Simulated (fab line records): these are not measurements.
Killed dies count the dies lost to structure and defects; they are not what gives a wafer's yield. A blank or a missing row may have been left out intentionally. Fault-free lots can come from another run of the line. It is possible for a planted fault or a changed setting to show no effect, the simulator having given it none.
fab line records	flow sky130
record lots=24	wafers=72	last_day=51
route steps=708 shown FIELD_ISO@1 VT_ADJUST_NCORE@130 RES_XHIGH@340 VIA1@479 VIA3@593 PAD_OPEN@707
lots untouched by any fault: they come from a run of this same line in which no faults occurred
start_h: the number of hours between the record's first day and the start of the first shown wafer of the lot	wait_h: time in hours since the lot's previous step	" the same as in the row above	L1.1+2: a single row standing in for several wafers	- no value, or no start was given	* or withheld: withheld	< > ~ a bound
route shown NAME@n: names a module that has steps shown in the file, with the first one's number in the route	usual: the fault-free wafers' mean and standard deviation	same: alike in all rows	chamber/n: place in a boat	sites: each site's reading	_std_site: their standard deviation	_edge_site: outer sites' mean less inner sites'	radius_mm: for every site, how far away it sits from the centre of the wafer	mask NAME#n: copy n	behind: the most recent tool/chamber to have shaped the wafer	hold: why the lot went on hold/how many hours it stayed there/how the hold came to an end	device: names the non-switching transistor (n, p or np)	end of line: at the end of the route, the tests of the same wafers	a step given without rows: its recipe and nothing more	killed: not the wafer's yield, but the dies lost to structure and defects at the first sort	map: a wafer's dies, marking killed ones x, the rest . and places with no die _
set.NAME: the setting the step ran with; set.NAME@STEP: the setting that earlier step ran with	model.NAME: the simulator's own value behind a step, which no gauge read
a sample of lots followed through the steps of the route, with each step as a table and each wafer as a row
services: the hour from which a tool's chamber was out of use, counted from the record's first day as start_h (under 0 if before that day), plus the number of hours and why
## steps
# step SKY_FIELD_ISO_BOW_MEAS_00
# recipe mode=bow
# usual INCOMING_BOW=-1/6.4
lot.wafer	tool	chamber	start_h	wait_h	INCOMING_BOW[um]
L074.2	film_metro-04	-	10.02	-	6
L074.4	"	-	"	"	-3
L074.5	"	-	"	"	-3
L075.1	film_metro-02	-	15.00	-	0
L075.3	"	-	"	"	-6
L075.4	"	-	"	"	0
L076.1	film_metro-02	-	20.00	-	-1
L076.4	"	-	"	"	1
L076.6	"	-	"	"	-2
L077.1	film_metro-02	-	25.00	-	1
L077.2	"	-	"	"	-10
L077.6	"	-	"	"	1
L078.1	film_metro-04	-	30.00	-	2
L078.4	"	-	"	"	-2
L078.6	"	-	"	"	1
L079.4	film_metro-03	-	35.06	-	11
L079.5	"	-	"	"	4
L079.6	"	-	"	"	-2
L080.3	film_metro-04	-	40.04	-	-3
L080.5	"	-	"	"	-6
L080.6	"	-	"	"	6
L081.3	film_metro-04	-	45.04	-	-3
L081.4	"	-	"	"	-2
L081.6	"	-	"	"	-3
L082.1	film_metro-03	-	50.00	-	5
L082.2	"	-	"	"	-4
L082.3	"	-	"	"	1
L083.2	film_metro-04	-	55.02	-	-2
L083.3	"	-	"	"	7
L083.4	"	-	"	"	3
L084.2	film_metro-02	-	60.02	-	7
L084.3	"	-	"	"	-6
L084.6	"	-	"	"	4
L085.1	film_metro-03	-	65.00	-	-3
L085.2	"	-	"	"	-8
L085.3	"	-	"	"	7
L086.2	film_metro-03	-	70.02	-	12
L086.4	"	-	"	"	1
L086.6	"	-	"	"	-13
L087.1	film_metro-02	-	75.00	-	-16
L087.2	"	-	"	"	-9
L087.5	"	-	"	"	2
L088.3	film_metro-04	-	80.04	-	-10
L088.5	"	-	"	"	-3
L088.6	"	-	"	"	3
L089.2	film_metro-04	-	85.02	-	-4
L089.3	"	-	"	"	-9
L089.6	"	-	"	"	19
L090.2	film_metro-02	-	90.02	-	5
L090.4	"	-	"	"	-2
L090.5	"	-	"	"	3
L091.1	film_metro-03	-	95.00	-	-2
L091.2	"	-	"	"	-2
L091.5	"	-	"	"	0
L092.3	film_metro-03	-	100.04	-	-5
L092.4	"	-	"	"	8
L092.5	"	-	"	"	-5
L093.1	film_metro-03	-	105.00	-	-12
L093.3	"	-	"	"	-3
L093.6	"	-	"	"	2
L094.1	film_metro-04	-	110.00	-	-4
L094.2	"	-	"	"	2
L094.3	"	-	"	"	-1
L095.1	film_metro-04	-	115.00	-	-3
L095.4	"	-	"	"	6
L095.6	"	-	"	"	-6
L096.3	film_metro-02	-	120.04	-	-17
L096.5	"	-	"	"	-1
L096.6	"	-	"	"	2
L097.2	film_metro-03	-	125.02	-	-1
L097.3	"	-	"	"	-4
L097.6	"	-	"	"	-6
# step SKY_VT_ADJUST_NCORE_TW_MEAS_11
# usual VT_ADJUST_NCORE_TW=220.3/1.3
lot.wafer	tool	chamber	start_h	wait_h	VT_ADJUST_NCORE_TW
L074.2	film_metro-03	-	191.41	0.1	219.4
L074.4	"	-	"	"	219.8
L074.5	"	-	"	"	219.8
L075.1	film_metro-03	-	196.83	0.1	221.6
L075.3	"	-	"	"	221.4
L075.4	"	-	"	"	221.7
L076.1	film_metro-02	-	203.37	0.1	222.7
L076.4	"	-	"	"	221.7
L076.6	"	-	"	"	221.3
L077.1	film_metro-02	-	210.75	0.1	222.3
L077.2	"	-	"	"	219.7
L077.6	"	-	"	"	221.0
L078.1	film_metro-02	-	220.23	0.1	221.5
L078.4	"	-	"	"	220.5
L078.6	"	-	"	"	220.8
L079.4	film_metro-02	-	225.08	0.1	219.5
L079.5	"	-	"	"	221.4
L079.6	"	-	"	"	221.7
L080.3	film_metro-03	-	230.02	0.1	218.3
L080.5	"	-	"	"	216.8
L080.6	"	-	"	"	218.9
L081.3	film_metro-04	-	237.87	0.1	219.4
L081.4	"	-	"	"	218.5
L081.6	"	-	"	"	218.4
L082.1	film_metro-02	-	245.22	0.1	222.0
L082.2	"	-	"	"	221.1
L082.3	"	-	"	"	222.0
L083.2	film_metro-03	-	252.18	0.1	220.0
L083.3	"	-	"	"	219.4
L083.4	"	-	"	"	217.9
L084.2	film_metro-04	-	256.97	0.1	221.0
L084.3	"	-	"	"	219.2
L084.6	"	-	"	"	219.2
L085.1	film_metro-04	-	265.20	0.1	219.3
L085.2	"	-	"	"	218.2
L085.3	"	-	"	"	219.7
L086.2	film_metro-04	-	270.63	0.1	218.9
L086.4	"	-	"	"	219.4
L086.6	"	-	"	"	218.4
L087.1	film_metro-02	-	276.88	0.1	220.7
L087.2	"	-	"	"	220.8
L087.5	"	-	"	"	219.7
L088.3	film_metro-04	-	287.99	0.1	221.3
L088.5	"	-	"	"	221.1
L088.6	"	-	"	"	220.3
L089.2	film_metro-02	-	294.58	0.1	220.3
L089.3	"	-	"	"	221.4
L089.6	"	-	"	"	220.5
L090.2	film_metro-02	-	304.73	0.1	221.4
L090.4	"	-	"	"	221.4
L090.5	"	-	"	"	220.9
L091.1	film_metro-03	-	308.75	0.1	220.2
L091.2	"	-	"	"	218.2
L091.5	"	-	"	"	219.4
L092.3	film_metro-02	-	311.82	0.1	223.0
L092.4	"	-	"	"	222.6
L092.5	"	-	"	"	220.9
L093.1	film_metro-03	-	319.35	0.1	220.5
L093.3	"	-	"	"	219.4
L093.6	"	-	"	"	220.4
L094.1	film_metro-02	-	330.52	0.1	220.1
L094.2	"	-	"	"	221.9
L094.3	"	-	"	"	221.8
L095.1	film_metro-02	-	340.82	0.1	220.1
L095.4	"	-	"	"	221.6
L095.6	"	-	"	"	220.6
L096.3	film_metro-02	-	342.49	0.1	220.7
L096.5	"	-	"	"	220.6
L096.6	"	-	"	"	219.9
L097.2	film_metro-02	-	345.53	0.1	221.0
L097.3	"	-	"	"	221.0
L097.6	"	-	"	"	221.0
# step SKY_RES_XHIGH_STRIP_08
# recipe chemistry=O2/N2	power_w=1400	pressure_mtorr=1500	platen_temp_c=withheld	o2_flow_sccm=3000	n2_flow_sccm=300	overash_fraction=0.5
# usual drypump_motor_current_A=5.6/0.37	oes_product_au=0.712/0.0046	strip_time_to_endpoint_s=14.27/0.038
lot.wafer	tool	chamber	start_h	wait_h	drypump_motor_current_A	oes_product_au	rf_hours_counter_h	strip_time_to_endpoint_s
L074.2	plasma_asher-02	0	634.80	0.1	5.6	0.713	84	14.26
L074.4	"	0	"	"	5.6	0.713	-	14.26
L074.5	"	1	"	"	6.1	0.714	-	14.28
L075.1	plasma_asher-02	1	646.75	0.1	6.1	0.708	85	14.31
L075.3	"	0	"	"	5.6	0.717	-	14.26
L075.4	"	1	"	"	6.1	0.703	-	14.27
L076.1	plasma_asher-04	1	650.05	0.1	6.3	0.709	93	14.27
L076.4	"	1	"	"	6.3	0.704	-	14.26
L076.6	"	1	"	"	6.3	0.713	-	14.28
L077.1	plasma_asher-03	1	663.80	0.1	5.2	0.712	51	14.29
L077.2	"	0	"	"	5.3	0.719	51	14.36
L077.6	"	0	"	"	5.3	0.710	-	14.35
L078.1	plasma_asher-02	1	672.22	0.1	6.1	0.720	87	14.28
L078.4	"	1	"	"	6.1	0.721	-	14.28
L078.6	"	1	"	"	6.1	0.712	-	14.24
L079.4	plasma_asher-02	1	673.95	0.1	6.1	0.710	-	14.17
L079.5	"	1	"	"	6.1	0.715	-	14.17
L079.6	"	0	"	"	5.6	0.715	-	14.18
L080.3	plasma_asher-03	0	682.05	0.1	5.3	0.712	-	14.21
L080.5	"	0	"	"	5.3	0.717	-	14.25
L080.6	"	1	"	"	5.2	0.709	-	14.19
L081.3	plasma_asher-04	0	696.63	0.1	5.6	0.713	-	14.29
L081.4	"	1	"	"	6.2	0.712	-	14.31
L081.6	"	0	"	"	5.6	0.718	-	14.29
L082.1	plasma_asher-04	1	705.22	0.1	6.3	0.709	99	14.32
L082.2	"	0	"	"	5.6	0.702	99	14.34
L082.3	"	1	"	"	6.2	0.710	-	14.29
L083.2	plasma_asher-03	0	712.32	0.1	5.3	0.718	56	14.26
L083.3	"	0	"	"	5.3	0.714	-	14.25
L083.4	"	1	"	"	5.2	0.703	-	14.24
L084.2	plasma_asher-03	1	717.12	0.1	5.2	0.714	56	14.24
L084.3	"	1	"	"	5.2	0.711	-	14.24
L084.6	"	0	"	"	5.3	0.716	-	14.26
L085.1	plasma_asher-02	1	728.62	0.1	6.1	0.706	93	14.27
L085.2	"	0	"	"	5.6	0.705	93	14.26
L085.3	"	0	"	"	5.6	0.714	-	14.29
L086.2	plasma_asher-03	0	729.45	0.1	5.3	0.715	57	14.24
L086.4	"	0	"	"	5.3	0.710	-	14.27
L086.6	"	1	"	"	5.2	0.707	-	14.30
L087.1	plasma_asher-03	0	739.65	0.1	5.3	0.720	58	14.24
L087.2	"	1	"	"	5.2	0.715	58	14.27
L087.5	"	0	"	"	5.3	0.711	-	14.27
L088.3	plasma_asher-03	0	750.48	0.1	5.3	0.710	-	14.21
L088.5	"	1	"	"	5.2	0.713	-	14.27
L088.6	"	0	"	"	5.3	0.715	-	14.29
L089.2	plasma_asher-04	0	758.20	0.1	5.6	0.718	2	14.31
L089.3	"	0	"	"	5.6	0.710	-	14.26
L089.6	"	1	"	"	6.3	0.708	-	14.27
L090.2	plasma_asher-03	1	771.00	0.1	5.2	0.713	62	14.24
L090.4	"	0	"	"	5.3	0.714	-	14.20
L090.5	"	0	"	"	5.3	0.709	-	14.30
L091.1	plasma_asher-03	0	775.77	0.1	5.3	0.710	63	14.26
L091.2	"	1	"	"	5.2	0.705	63	14.28
L091.5	"	0	"	"	5.3	0.718	-	14.22
L092.3	plasma_asher-04	1	779.05	0.1	6.3	0.715	-	14.20
L092.4	"	0	"	"	5.6	0.710	-	14.18
L092.5	"	0	"	"	5.6	0.717	-	14.20
L093.1	plasma_asher-03	1	784.07	0.1	5.2	0.711	63	14.24
L093.3	"	1	"	"	5.2	0.707	-	14.26
L093.6	"	0	"	"	5.3	0.708	-	14.28
L094.1	plasma_asher-03	1	793.62	0.1	5.2	0.711	64	14.26
L094.2	"	0	"	"	5.3	0.713	64	14.27
L094.3	"	0	"	"	5.3	0.715	-	14.26
L095.1	plasma_asher-04	0	803.75	0.1	5.6	0.707	6	14.24
L095.4	"	1	"	"	6.3	0.710	-	14.27
L095.6	"	1	"	"	6.2	0.707	-	14.23
L096.3	plasma_asher-03	0	805.53	0.1	5.3	0.706	-	14.28
L096.5	"	0	"	"	5.3	0.712	-	14.29
L096.6	"	1	"	"	5.2	0.714	-	14.31
L097.2	plasma_asher-02	1	808.25	0.1	6.1	0.721	102	14.29
L097.3	"	0	"	"	5.7	0.716	-	14.30
L097.6	"	1	"	"	6.1	0.705	-	14.26
# step SKY_VIA1_CVD_21
# recipe material=W	target_thk_nm=270	time_s=80.902	temp_c=400	pressure_torr=38.21
# usual heater_power_w=840/100
lot.wafer	tool	chamber	start_h	wait_h	heater_power_w
L074.2	cvd_w-01	0	812.79	0.0	663
L074.4	"	0	"	"	657
L074.5	"	1	"	"	936
L075.1	cvd_w-01	0	823.30	0.0	656
L075.3	"	1	"	"	928
L075.4	"	0	"	"	646
L076.1	cvd_w-02	1	826.78	0.0	923
L076.4	"	1	"	"	879
L076.6	"	1	"	"	894
L077.1	cvd_w-01	1	840.11	0.0	957
L077.2	"	0	"	"	654
L077.6	"	1	"	"	936
L078.1	cvd_w-02	1	848.34	0.0	911
L078.4	"	1	"	"	905
L078.6	"	1	"	"	901
L079.4	cvd_w-01	1	849.28	0.1	950
L079.5	"	1	"	"	946
L079.6	"	0	"	"	662
L080.3	cvd_w-02	1	855.84	0.1	898
L080.5	"	0	"	"	881
L080.6	"	1	"	"	908
L081.3	cvd_w-01	0	871.55	0.1	644
L081.4	"	1	"	"	947
L081.6	"	1	"	"	957
L082.1	cvd_w-02	0	876.69	0.0	873
L082.2	"	1	"	"	919
L082.3	"	0	"	"	861
L083.2	cvd_w-01	1	885.92	0.0	925
L083.3	"	1	"	"	955
L083.4	"	0	"	"	649
L084.2	cvd_w-02	1	890.99	0.0	895
L084.3	"	0	"	"	856
L084.6	"	1	"	"	914
L085.1	cvd_w-02	1	900.44	0.0	910
L085.2	"	0	"	"	866
L085.3	"	1	"	"	888
L086.2	cvd_w-02	0	902.05	0.0	864
L086.4	"	1	"	"	877
L086.6	"	0	"	"	879
L087.1	cvd_w-02	1	909.34	0.0	897
L087.2	"	0	"	"	871
L087.5	"	0	"	"	886
L088.3	cvd_w-02	1	922.23	0.1	896
L088.5	"	0	"	"	871
L088.6	"	1	"	"	881
L089.2	cvd_w-02	0	927.61	0.0	873
L089.3	"	1	"	"	904
L089.6	"	0	"	"	853
L090.2	cvd_w-02	0	941.66	0.0	869
L090.4	"	0	"	"	897
L090.5	"	1	"	"	878
L091.1	cvd_w-02	0	945.15	0.0	867
L091.2	"	1	"	"	900
L091.5	"	0	"	"	855
L092.3	cvd_w-02	1	945.50	0.1	894
L092.4	"	0	"	"	875
L092.5	"	0	"	"	887
L093.1	cvd_w-02	0	951.37	0.0	852
L093.3	"	0	"	"	861
L093.6	"	0	"	"	860
L094.1	cvd_w-02	0	960.07	0.0	883
L094.2	"	1	"	"	878
L094.3	"	1	"	"	909
L095.1	cvd_w-01	0	968.87	0.0	597
L095.4	"	1	"	"	855
L095.6	"	1	"	"	861
L096.3	cvd_w-01	1	970.59	0.1	834
L096.5	"	1	"	"	866
L096.6	"	0	"	"	588
L097.2	cvd_w-01	0	973.74	0.0	593
L097.3	"	1	"	"	843
L097.6	"	0	"	"	596
# step SKY_VIA3_SPUTTER_20
# recipe material=TiN	target_thk_nm=20	chamber_pressure_pa=5	power_w=4000	time_s=80
# usual throttle_valve_pct=29.6/0.77
lot.wafer	tool	chamber	start_h	wait_h	throttle_valve_pct
L074.2	pvd_sputter-03	-	952.58	0.0	29.2
L074.4	"	-	"	"	29.6
L074.5	"	-	"	"	29.4
L076.1	pvd_sputter-04	-	962.51	0.0	30.2
L076.4	"	-	"	"	29.2
L076.6	"	-	"	"	29.1
L075.1	pvd_sputter-03	-	963.21	0.0	29.6
L075.3	"	-	"	"	29.2
L075.4	"	-	"	"	30.8
L077.1	pvd_sputter-04	-	976.72	0.0	30.5
L077.2	"	-	"	"	30.0
L077.6	"	-	"	"	29.1
L078.1	pvd_sputter-03	-	983.12	0.0	29.7
L078.4	"	-	"	"	30.7
L078.6	"	-	"	"	29.5
L079.4	pvd_sputter-03	-	985.68	0.0	29.9
L079.5	"	-	"	"	30.6
L079.6	"	-	"	"	29.5
L080.3	pvd_sputter-04	-	989.92	0.0	29.1
L080.5	"	-	"	"	30.4
L080.6	"	-	"	"	29.2
L081.3	pvd_sputter-04	-	1005.23	0.0	28.8
L081.4	"	-	"	"	30.3
L081.6	"	-	"	"	30.1
L082.1	pvd_sputter-04	-	1009.89	0.0	30.1
L082.2	"	-	"	"	29.6
L082.3	"	-	"	"	29.0
L083.2	pvd_sputter-03	-	1016.22	0.0	30.1
L083.3	"	-	"	"	29.5
L083.4	"	-	"	"	29.3
L084.2	pvd_sputter-03	-	1023.45	0.0	30.8
L084.3	"	-	"	"	29.8
L084.6	"	-	"	"	29.4
L085.1	pvd_sputter-02	-	1029.75	0.0	29.7
L085.2	"	-	"	"	27.7
L085.3	"	-	"	"	30.5
L086.2	pvd_sputter-03	-	1030.08	0.0	30.9
L086.4	"	-	"	"	29.0
L086.6	"	-	"	"	29.0
L087.1	pvd_sputter-02	-	1040.46	0.0	29.4
L087.2	"	-	"	"	29.1
L087.5	"	-	"	"	30.4
L088.3	pvd_sputter-02	-	1049.82	0.0	29.6
L088.5	"	-	"	"	29.4
L088.6	"	-	"	"	30.4
L089.2	pvd_sputter-04	-	1054.75	0.0	30.0
L089.3	"	-	"	"	28.9
L089.6	"	-	"	"	29.9
L090.2	pvd_sputter-02	-	1065.51	0.0	29.7
L090.4	"	-	"	"	28.9
L090.5	"	-	"	"	28.9
L091.1	pvd_sputter-02	-	1071.48	0.0	29.4
L091.2	"	-	"	"	27.5
L091.5	"	-	"	"	30.5
L092.3	pvd_sputter-03	-	1072.78	0.0	30.7
L092.4	"	-	"	"	29.1
L092.5	"	-	"	"	29.7
L093.1	pvd_sputter-03	-	1075.90	0.0	30.0
L093.3	"	-	"	"	30.7
L093.6	"	-	"	"	29.7
L094.1	pvd_sputter-03	-	1082.87	0.0	30.8
L094.2	"	-	"	"	29.4
L094.3	"	-	"	"	29.5
L095.1	pvd_sputter-02	-	1091.67	0.0	30.5
L095.4	"	-	"	"	29.5
L095.6	"	-	"	"	29.4
L096.3	pvd_sputter-03	-	1092.22	0.0	29.7
L096.5	"	-	"	"	29.8
L096.6	"	-	"	"	29.6
L097.2	pvd_sputter-02	-	1096.42	0.0	29.0
L097.3	"	-	"	"	27.7
L097.6	"	-	"	"	30.5
# step SKY_PAD_OPEN_BOW_MEAS_13
# recipe mode=bow
# usual PAD_OPEN_BOW=48/9.1
lot.wafer	tool	chamber	start_h	wait_h	PAD_OPEN_BOW[um]
L074.2	film_metro-04	-	1100.06	-	47
L074.4	"	-	"	"	35
L074.5	"	-	"	"	37
L076.1	film_metro-04	-	1106.17	-	44
L076.4	"	-	"	"	44
L076.6	"	-	"	"	44
L075.1	film_metro-02	-	1107.45	-	53
L075.3	"	-	"	"	46
L075.4	"	-	"	"	54
L077.1	film_metro-04	-	1119.62	-	54
L077.2	"	-	"	"	43
L077.6	"	-	"	"	52
L078.1	film_metro-02	-	1127.22	-	39
L078.4	"	-	"	"	35
L078.6	"	-	"	"	39
L079.4	film_metro-02	-	1128.16	-	52
L079.5	"	-	"	"	47
L079.6	"	-	"	"	39
L080.3	film_metro-01	-	1129.94	-	42
L080.5	"	-	"	"	39
L080.6	"	-	"	"	52
L081.3	film_metro-02	-	1144.24	-	50
L081.4	"	-	"	"	53
L081.6	"	-	"	"	51
L082.1	film_metro-01	-	1146.73	-	57
L082.2	"	-	"	"	50
L082.3	"	-	"	"	57
L083.2	film_metro-04	-	1152.04	-	46
L083.3	"	-	"	"	56
L083.4	"	-	"	"	50
L084.2	film_metro-02	-	1157.67	-	45
L084.3	"	-	"	"	36
L084.6	"	-	"	"	45
L085.1	film_metro-01	-	1164.00	-	46
L085.2	"	-	"	"	40
L085.3	"	-	"	"	59
L086.2	film_metro-02	-	1164.37	-	56
L086.4	"	-	"	"	47
L086.6	"	-	"	"	32
L087.1	film_metro-02	-	1171.47	-	33
L087.2	"	-	"	"	38
L087.5	"	-	"	"	48
L088.3	film_metro-01	-	1178.74	-	43
L088.5	"	-	"	"	51
L088.6	"	-	"	"	56
L089.2	film_metro-01	-	1183.84	-	51
L089.3	"	-	"	"	46
L089.6	"	-	"	"	74
L090.2	film_metro-01	-	1192.32	-	56
L090.4	"	-	"	"	48
L090.5	"	-	"	"	55
L091.1	film_metro-04	-	1196.53	-	37
L091.2	"	-	"	"	37
L091.5	"	-	"	"	42
L092.3	film_metro-01	-	1197.85	-	49
L092.4	"	-	"	"	65
L092.5	"	-	"	"	50
L093.1	film_metro-02	-	1200.47	-	35
L093.3	"	-	"	"	46
L093.6	"	-	"	"	49
L094.1	film_metro-04	-	1205.92	-	56
L094.2	"	-	"	"	66
L094.3	"	-	"	"	63
L095.1	film_metro-04	-	1210.37	-	55
L095.4	"	-	"	"	64
L095.6	"	-	"	"	53
L096.3	film_metro-02	-	1213.55	-	33
L096.5	"	-	"	"	50
L096.6	"	-	"	"	52
L097.2	film_metro-02	-	1214.74	-	39
L097.3	"	-	"	"	35
L097.6	"	-	"	"	34
## services
tool	chamber	start_h	hours	kind
pvd_sputter-04	-	613.22	0.6	repair
cvd_w-02	-	645.15	0.5	repair
cvd_w-02	-	676.42	2.8	pm
pvd_sputter-03	-	682.79	1.1	repair
pvd_sputter-03	-	715.73	3.1	repair
plasma_asher-04	-	733.75	9.0	pm
cvd_w-01	1	740.67	14.2	repair
plasma_asher-04	-	762.01	3.9	repair
plasma_asher-03	-	765.50	1.9	repair
pvd_sputter-03	-	774.37	1.2	repair
plasma_asher-03	-	789.00	0.8	repair
pvd_sputter-03	-	796.29	2.3	repair
plasma_asher-04	-	839.71	0.7	repair
pvd_sputter-04	-	853.66	4.9	repair
cvd_w-01	-	860.38	0.3	repair
cvd_w-02	1	881.34	5.5	repair
pvd_sputter-03	-	892.49	1.0	repair
cvd_w-01	-	904.09	14.0	pm
pvd_sputter-02	-	969.60	1.2	repair
plasma_asher-03	-	984.82	0.7	repair
plasma_asher-03	-	997.94	0.3	repair
cvd_w-01	-	999.35	0.7	repair
plasma_asher-03	-	1000.28	14.6	pm
pvd_sputter-02	-	1010.82	1.4	repair
## key
fault none
